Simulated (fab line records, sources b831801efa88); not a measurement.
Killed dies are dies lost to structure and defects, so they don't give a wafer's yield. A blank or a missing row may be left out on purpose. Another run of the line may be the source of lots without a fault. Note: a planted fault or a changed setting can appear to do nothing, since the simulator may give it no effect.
fab line records | flow sky130
[record] lots = 12 wafers = 36 last-day = 50
route steps=708 shown LDD_HVN@276 POLY_CUT@316 SD_P@331 RES_XHIGH@339 PAD_OPEN@708
lots with no fault: from the same line, run without faults
start-h: hours from the record's first day to the start of the lot's first wafer shown | wait-h: how many hours have passed since the lot's step before this one | " identical to the entry in the row above | L1.1+2: a single row standing in for several wafers | - value missing, or start not given | * or withheld: withheld | < > ~ a bound
route shown NAME@n: a module of which the file shows steps, and the number in the route of the first | usual: mean and standard deviation over wafers with no fault | same: alike in all rows | chamber/n: place in a boat | sites: per-site readings | _std_site: standard deviation of those values | _edge_site: outer sites' mean less inner sites' | radius-mm: how far each site lies from the wafer's centre | mask NAME#n: copy n | behind: the most recent tool/chamber to have shaped the wafer | hold: what put the lot on hold/how long, in hours/how the hold closed | device: the transistor (n, p or np) that didn't switch | end of line: the same wafers' tests at the end of the route | a step without rows: its recipe alone | killed: the dies lost at the first sort to structure and to defects; this is not the yield of the wafer | map: dies across one wafer; x = killed, . = not, _ = none there
set.NAME: the setting as run; set.NAME@STEP: as run at that earlier step | model.NAME: the simulator's own value behind a step, which no gauge read
the route's steps for a sample of lots (tables are steps, rows are wafers)
services: the hour from which a tool's chamber was out of use, counted from the record's first day as start-h (under 0 if before that day), plus the number of hours and why
[[steps]]
[step SKY_LDD_HVN_STRIP_09]
[recipe] chemistry = O2/N2 power-w = 1400 pressure-mtorr = 1500 platen-temp-c = withheld o2-flow-sccm = 3000 n2-flow-sccm = 300 overash-fraction = 0.5
[usual] drypump-motor-current-A = 5.7/0.42 n2-flow-sccm = 300.0/0.9 oes-product-au = 0.408/0.0043 strip-time-to-endpoint-s = 4.133/0.014
// columns lot.wafer tool chamber start-h wait-h drypump-motor-current-A n2-flow-sccm oes-product-au rf-hours-counter-h strip-time-to-endpoint-s
L942.2 plasma-asher-01 1 496.68 0.1 5.7 299.2 0.404 82 4.143
L942.4 " 1 " " 5.7 301.3 0.420 - 4.129
L942.5 " 0 " " 5.2 299.6 0.408 - 4.125
L941.1 plasma-asher-04 0 498.99 0.1 6.0 298.3 0.406 38 4.146
L941.4 " 0 " " 6.0 299.5 0.407 - 4.141
L941.6 " 1 " " 6.3 300.6 0.407 - 4.142
L943.2 plasma-asher-02 1 499.35 0.1 5.1 299.8 0.400 65 4.139
L943.3 " 0 " " 5.7 298.1 0.411 - 4.135
L943.5 " 1 " " 5.1 298.8 0.408 - 4.143
L945.1 plasma-asher-04 1 517.58 0.1 6.4 300.1 0.399 40 4.131
L945.2 " 0 " " 5.9 300.3 0.399 40 4.119
L945.3 " 0 " " 6.0 300.7 0.414 - 4.122
L946.2 plasma-asher-01 0 529.35 0.1 5.2 299.8 0.414 85 4.134
L946.4 " 0 " " 5.2 300.0 0.406 - 4.115
L946.6 " 0 " " 5.2 297.3 0.405 - 4.139
L949.1 plasma-asher-01 0 537.69 0.1 5.2 298.5 0.410 86 4.136
L949.3 " 1 " " 5.7 301.2 0.406 - 4.122
L949.6 " 0 " " 5.2 300.3 0.407 - 4.131
L953.3 plasma-asher-02 0 577.92 0.1 5.7 301.0 0.407 - 4.136
L953.5 " 0 " " 5.7 299.7 0.411 - 4.138
L953.6 " 1 " " 5.1 300.5 0.407 - 4.111
L955.2 plasma-asher-04 1 589.95 0.1 6.3 299.9 0.409 47 4.128
L955.3 " 0 " " 5.9 300.5 0.410 - 4.139
L955.6 " 1 " " 6.3 301.0 0.409 - 4.125
L956.1 plasma-asher-02 0 594.58 0.1 5.7 299.3 0.412 75 4.127
L956.4 " 1 " " 5.0 300.4 0.409 - 4.120
L956.5 " 1 " " 5.1 300.4 0.405 - 4.118
L959.1 plasma-asher-04 1 622.93 0.1 6.3 299.4 0.408 50 4.127
L959.2 " 0 " " 5.9 301.0 0.406 50 4.119
L959.4 " 1 " " 6.3 299.0 0.401 - 4.117
L964.2 plasma-asher-02 1 656.17 0.1 5.1 300.5 0.409 81 4.127
L964.5 " 1 " " 5.1 300.6 0.407 - 4.154
L964.6 " 0 " " 5.7 300.2 0.413 - 4.137
L963.2 plasma-asher-02 0 658.63 0.1 5.7 299.8 0.409 81 4.159
L963.4 " 0 " " 5.7 299.4 0.415 - 4.141
L963.6 " 0 " " 5.7 299.9 0.405 - 4.165
[step SKY_POLY_CUT_OVL_MEAS_09]
[usual] POLY_CUT_OVL = 4/4.8
// columns lot.wafer tool chamber start-h wait-h POLY_CUT_OVL[nm]
L942.2 overlay-02 - 591.26 0.1 4
L942.4 " - " " -2
L942.5 " - " " -1
L941.1 overlay-02 - 593.27 0.1 5
L941.4 " - " " 9
L941.6 " - " " 10
L943.2 overlay-01 - 593.31 0.1 0
L943.3 " - " " -1
L943.5 " - " " -5
L945.1 overlay-01 - 609.07 0.1 2
L945.2 " - " " 5
L945.3 " - " " 6
L946.2 overlay-01 - 620.62 0.1 2
L946.4 " - " " 7
L946.6 " - " " 6
L949.1 overlay-02 - 630.11 0.1 7
L949.3 " - " " -1
L949.6 " - " " -1
L953.3 overlay-01 - 666.97 0.1 -6
L953.5 " - " " 2
L953.6 " - " " -9
L955.2 overlay-01 - 682.52 0.1 9
L955.3 " - " " 3
L955.6 " - " " 5
L956.1 overlay-02 - 684.42 0.1 9
L956.4 " - " " 8
L956.5 " - " " 5
L959.1 overlay-02 - 710.91 0.1 12
L959.2 " - " " 10
L959.4 " - " " 8
L964.2 overlay-02 - 743.26 0.1 6
L964.5 " - " " 4
L964.6 " - " " 7
L963.2 overlay-01 - 745.47 0.1 0
L963.4 " - " " 3
L963.6 " - " " -1
[step SKY_SD_P_TW_MEAS_11]
[usual] SD_P_TW = 2846/32
// columns lot.wafer tool chamber start-h wait-h SD_P_TW
L942.2 film-metro-03 - 621.22 0.1 2871
L942.4 " - " " 2864
L942.5 " - " " 2857
L941.1 film-metro-04 - 623.80 0.1 2873
L941.4 " - " " 2848
L941.6 " - " " 2859
L943.2 film-metro-03 - 623.92 0.1 2841
L943.3 " - " " 2853
L943.5 " - " " 2866
L945.1 film-metro-01 - 639.00 0.1 2767
L945.2 " - " " 2775
L945.3 " - " " 2763
L946.2 film-metro-04 - 650.42 0.1 2872
L946.4 " - " " 2865
L946.6 " - " " 2851
L949.1 film-metro-04 - 659.80 0.1 2867
L949.3 " - " " 2858
L949.6 " - " " 2851
L953.3 film-metro-01 - 694.54 0.1 2784
L953.5 " - " " 2764
L953.6 " - " " 2769
L955.2 film-metro-04 - 710.86 0.1 2870
L955.3 " - " " 2873
L955.6 " - " " 2877
L956.1 film-metro-03 - 712.66 0.1 2854
L956.4 " - " " 2863
L956.5 " - " " 2853
L959.1 film-metro-03 - 739.21 0.1 2853
L959.2 " - " " 2864
L959.4 " - " " 2847
L964.2 film-metro-01 - 771.43 0.1 2801
L964.5 " - " " 2784
L964.6 " - " " 2788
L963.2 film-metro-01 - 773.91 0.1 2799
L963.4 " - " " 2780
L963.6 " - " " 2789
[step SKY_RES_XHIGH_IMPLANT_07]
[recipe] species = BF2 energy-kev = 20 dose-cm2 = 3.6e+14 tilt-deg = 0
[usual] dose-ions-cm2 = 3.601e+14/4.5e+11
// columns lot.wafer tool chamber start-h wait-h dose-ions-cm2
L942.2 implanter-01 0 650.92 0.1 3.603e+14
L942.4 " 0 " " 3.602e+14
L942.5 " 0 " " 3.597e+14
L941.1 implanter-01 0 652.70 0.1 3.594e+14
L941.4 " 0 " " 3.598e+14
L941.6 " 0 " " 3.598e+14
L943.2 implanter-03 0 653.11 0.1 3.6e+14
L943.3 " 0 " " 3.601e+14
L943.5 " 0 " " 3.597e+14
L945.1 implanter-03 0 666.96 0.1 3.61e+14
L945.2 " 0 " " 3.606e+14
L945.3 " 0 " " 3.604e+14
L946.2 implanter-02 0 678.76 0.1 3.604e+14
L946.4 " 0 " " 3.606e+14
L946.6 " 0 " " 3.603e+14
L949.1 implanter-02 0 688.16 0.1 3.597e+14
L949.3 " 0 " " 3.594e+14
L949.6 " 0 " " 3.591e+14
L953.3 implanter-01 0 722.28 0.1 3.597e+14
L953.5 " 0 " " 3.603e+14
L953.6 " 0 " " 3.599e+14
L955.2 implanter-01 0 737.92 0.1 3.672e+14
L955.3 " 0 " " 3.682e+14
L955.6 " 0 " " 3.677e+14
L956.1 implanter-01 0 739.78 0.1 3.678e+14
L956.4 " 0 " " 3.677e+14
L956.5 " 0 " " 3.671e+14
L959.1 implanter-02 0 765.70 0.1 3.602e+14
L959.2 " 0 " " 3.607e+14
L959.4 " 0 " " 3.604e+14
L964.2 implanter-03 0 797.59 0.1 3.599e+14
L964.5 " 0 " " 3.6e+14
L964.6 " 0 " " 3.594e+14
L963.2 implanter-03 0 800.68 0.1 3.597e+14
L963.4 " 0 " " 3.6e+14
L963.6 " 0 " " 3.598e+14
[step SKY_SD_N_RS_MEAS_18]
[recipe] thk-meas-gauge = four-point-probe
[usual] RES_XHIGH_RS = 333.9/1.2
// columns lot.wafer tool chamber start-h wait-h hold RES_XHIGH_RS[ohm/sq]
L942.2 film-metro-04 - 680.48 0.1 - 334.9
L942.4 " - " " - 335.0
L942.5 " - " " - 335.0
L941.1 film-metro-03 - 682.42 0.1 - 335.2
L941.4 " - " " - 336.2
L941.6 " - " " - 334.3
L943.2 film-metro-04 - 682.85 0.1 - 332.9
L943.3 " - " " - 332.9
L943.5 " - " " - 332.9
L945.1 film-metro-01 - 695.57 0.1 - 333.5
L945.2 " - " " - 334.3
L945.3 " - " " - 334.8
L946.2 film-metro-03 - 708.41 0.1 - 333.0
L946.4 " - " " - 334.9
L946.6 " - " " - 333.8
L949.1 film-metro-03 - 717.66 0.1 - 332.8
L949.3 " - " " - 332.9
L949.6 " - " " - 333.5
L953.3 film-metro-04 - 750.80 0.1 - 332.4
L953.5 " - " " - 332.2
L953.6 " - " " - 333.0
L955.2 film-metro-01 - 766.25 0.1 await-dispo/0.2h/release 327.6
L955.3 " - " " await-dispo/0.2h/release 327.1
L955.6 " - " " await-dispo/0.2h/release 329.2
L955.2 film-metro-01 - 766.53 0.3 - 328.4
L955.3 " - " " - 328.1
L955.6 " - " " - 329.6
L956.1 film-metro-03 - 768.28 0.1 await-dispo/0.2h/release 327.4
L956.4 " - " " await-dispo/0.2h/release 327.8
L956.5 " - " " await-dispo/0.2h/release 326.2
L956.1 film-metro-03 - 768.56 0.3 - 328.0
L956.4 " - " " - 327.9
L956.5 " - " " - 326.4
L959.1 film-metro-03 - 793.96 0.1 - 336.0
L959.2 " - " " - 333.5
L959.4 " - " " - 334.6
L964.2 film-metro-04 - 825.56 0.1 - 332.8
L964.5 " - " " - 333.5
L964.6 " - " " - 332.9
L963.2 film-metro-04 - 828.81 0.1 - 332.0
L963.4 " - " " - 332.9
L963.6 " - " " - 333.6
[step SKY_PAD_OPEN_PROBE_99]
[usual] killed_at_M0_to_M3 = 44/6.6 killed_at_M4_up = 3.0/1.9 killed-at-contacts = 24/5.1 killed-at-front-end = 16/4.6 killed-at-other = 0.3/0.59 killed-dies = 88/9.5 killed-open = 48/6.7 killed-short = 40/6.1
[same] gross-dies = 492 killed-at-back-side = 0
// columns lot.wafer tool chamber start-h wait-h killed_at_M0_to_M3 killed_at_M4_up killed-at-contacts killed-at-front-end killed-at-other killed-dies killed-open killed-short
L955.2 prober-01 - 1163.17 0.1 43 1 31 20 0 95 54 40
L955.3 prober-01 - 1163.22 0.2 43 4 19 17 1 84 43 41
L955.6 prober-01 - 1163.37 0.2 40 6 22 12 3 83 31 48
L963.2 prober-02 - 1205.85 0.1 38 2 29 16 0 85 54 31
L963.4 prober-02 - 1205.95 0.2 38 1 23 15 0 77 43 34
L963.6 prober-02 - 1206.05 0.2 47 1 28 16 0 92 54 38
// killed by level:class
L955.2 VIA1:geometric-particle:open=12 CONTACT:geometric-particle:open=11 LI_CONTACT:geometric-particle:open=8 POLY_GATE:geometric-particle:short=6 VIA2:geometric-particle:open=6 VIA3:geometric-particle:open=5 LOCAL_INTERCONNECT:geometric-particle:short=4 CONTACT:geometric-particle:short=4
L955.3 VIA1:geometric-particle:open=15 VIA3:geometric-particle:open=7 FIELD_ISO:geometric-particle:open=5 METAL2:geometric-particle:short=5 LI_CONTACT:geometric-particle:open=5 VIA1:geometric-particle:short=5 VIA3:geometric-particle:short=5 FIELD_ISO:geometric-particle:short=4
L955.6 METAL2:geometric-particle:short=9 LOCAL_INTERCONNECT:geometric-particle:short=7 VIA2:geometric-particle:open=7 METAL4:geometric-particle:short=6 LI_CONTACT:geometric-particle:open=6 METAL1:geometric-particle:short=6 CONTACT:geometric-particle:open=5 VIA1:geometric-particle:short=5
L963.2 VIA1:geometric-particle:open=12 LI_CONTACT:geometric-particle:open=12 CONTACT:geometric-particle:open=9 LOCAL_INTERCONNECT:geometric-particle:short=5 METAL1:geometric-particle:short=5 VIA3:geometric-particle:open=5 FIELD_ISO:geometric-particle:short=4 POLY_GATE:geometric-particle:open=4
L963.4 VIA1:geometric-particle:open=9 CONTACT:geometric-particle:open=8 METAL1:geometric-particle:short=7 LI_CONTACT:geometric-particle:open=6 VIA2:geometric-particle:open=6 FIELD_ISO:geometric-particle:open=5 VIA3:geometric-particle:open=4 CONTACT:geometric-particle:short=4
L963.6 VIA1:geometric-particle:open=18 LI_CONTACT:geometric-particle:open=12 METAL2:geometric-particle:short=8 CONTACT:geometric-particle:open=7 VIA2:geometric-particle:open=6 VIA2:geometric-particle:short=5 LI_CONTACT:geometric-particle:short=5 VIA3:geometric-particle:short=4
[[services]]
// columns tool chamber start-h hours kind
implanter-02 - 472.79 4.2 pm
implanter-03 - 485.28 4.1 repair
plasma-asher-01 - 500.85 1.5 repair
implanter-01 - 508.69 2.4 repair
implanter-03 - 524.65 20.8 pm
implanter-02 - 550.95 106.0 repair
implanter-01 - 555.45 2.2 repair
plasma-asher-02 - 563.22 1.2 repair
plasma-asher-04 - 591.40 2.8 pm
plasma-asher-02 - 602.79 1.9 repair
plasma-asher-01 - 649.92 0.5 repair
implanter-01 - 686.72 4.7 pm
implanter-03 - 687.86 2.1 repair
plasma-asher-02 - 701.28 0.7 repair
implanter-03 - 731.69 4.7 pm
plasma-asher-01 - 733.75 9.0 pm
plasma-asher-01 0 733.75 9.0 vent-cycle
plasma-asher-01 1 733.75 9.0 vent-cycle
plasma-asher-02 - 740.03 28.1 pm
plasma-asher-01 0 742.75 - clean
plasma-asher-01 - 748.93 9.5 repair
implanter-03 - 761.64 14.3 pm
implanter-01 - 766.98 1.7 repair
implanter-01 - 781.65 2.7 pm
[[key]]
[first-sign] step = SKY_RES_XHIGH_IMPLANT_07 reading = dose-ions-cm2 direction = up sigmas = 17 usual = * struck = *
[effect] step = SKY_SD_N_RS_MEAS_18 reading = visit direction = added
[effect] step = SKY_SD_N_RS_MEAS_18 reading = RES_XHIGH_RS direction = down sigmas = 5.3 usual = 333.9 struck = 327.5
met-at SKY_RES_XHIGH_IMPLANT_07
struck-lots L955,L956
tester-left-out L955,L956
not-acting-at SKY_LDD_HVN_STRIP_09,SKY_POLY_CUT_OVL_MEAS_09,SKY_SD_P_TW_MEAS_11
onset-between 722.28 737.92
[fault] kind = process-parameter-drift tool = implanter-01 chamber = - onset-h = 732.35 steps = SKY_RES_XHIGH_IMPLANT_07 channel = dose-cm2 offset = * shape = step end-h = 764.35 acts-in = * stated = *
// tester-left-out: of these lots the tester's yield and bins aren't shown, on N5 and GAA mostly nor the transistor test; their killed dies are dies lost to structure and defects alone, not to doping, threshold or leakage, so they don't give the yield
